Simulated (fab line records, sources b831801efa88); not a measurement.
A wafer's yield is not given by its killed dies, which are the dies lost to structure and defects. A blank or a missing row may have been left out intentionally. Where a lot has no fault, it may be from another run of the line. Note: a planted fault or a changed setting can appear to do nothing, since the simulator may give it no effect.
Which of the tools did it? || flow sky130 || 6 lots, 17 wafers sampled, at 1 step of a route of 708

WHAT THE GAUGES SHOWED, per wafer
SKY_PWDE_TW_MEAS_10.
{"lot": "L699", "measured": "day 4 05:31", "on": "film metro-03", "PWDE_TW": "370.2 367.7 369.0"}
{"lot": "L701", "measured": "day 4 16:18", "on": "film metro-04", "PWDE_TW": "373.7 374.9 373.7"}
{"lot": "L703", "measured": "day 5 02:29", "on": "film metro-04", "PWDE_TW": "374.6 375.9 373.8"}
{"lot": "L712", "measured": "day 7 01:14", "on": "film metro-03", "PWDE_TW": "372.5 371.4"}
{"lot": "L718", "measured": "day 8 11:27", "on": "film metro-02", "PWDE_TW": "377.4 376.6 375.1"}
{"lot": "L721", "measured": "day 9 07:37", "on": "film metro-02", "PWDE_TW": "375.8 373.5 375.3"}

WHAT TOOL EACH LOT RAN ON (gives the tool, then ch and the chambers of the sampled wafers, and finally the start)
There is no process step in the record ahead of these readings.

THE ANSWER, worked out from the rows above alone
Rule: usual is defined by the lots themselves. Put in order of their means at a reading, lots are off if they are a third of the lots or fewer, leave a main group of 4 or more, and stand apart from it by a gap of 3 or more times the standard deviation of the main group's means; of several such gaps the widest counts. A main group is skipped when, at the precision printed for the reading in the tables above, its means are all equal. Also off: a lot with no number at a reading for which 4 or more lots have one. The other lots that the step has rows for count as sound.
No lot is off at any reading shown: from this, nothing can be told.

WHAT THE SIMULATOR PUT IN
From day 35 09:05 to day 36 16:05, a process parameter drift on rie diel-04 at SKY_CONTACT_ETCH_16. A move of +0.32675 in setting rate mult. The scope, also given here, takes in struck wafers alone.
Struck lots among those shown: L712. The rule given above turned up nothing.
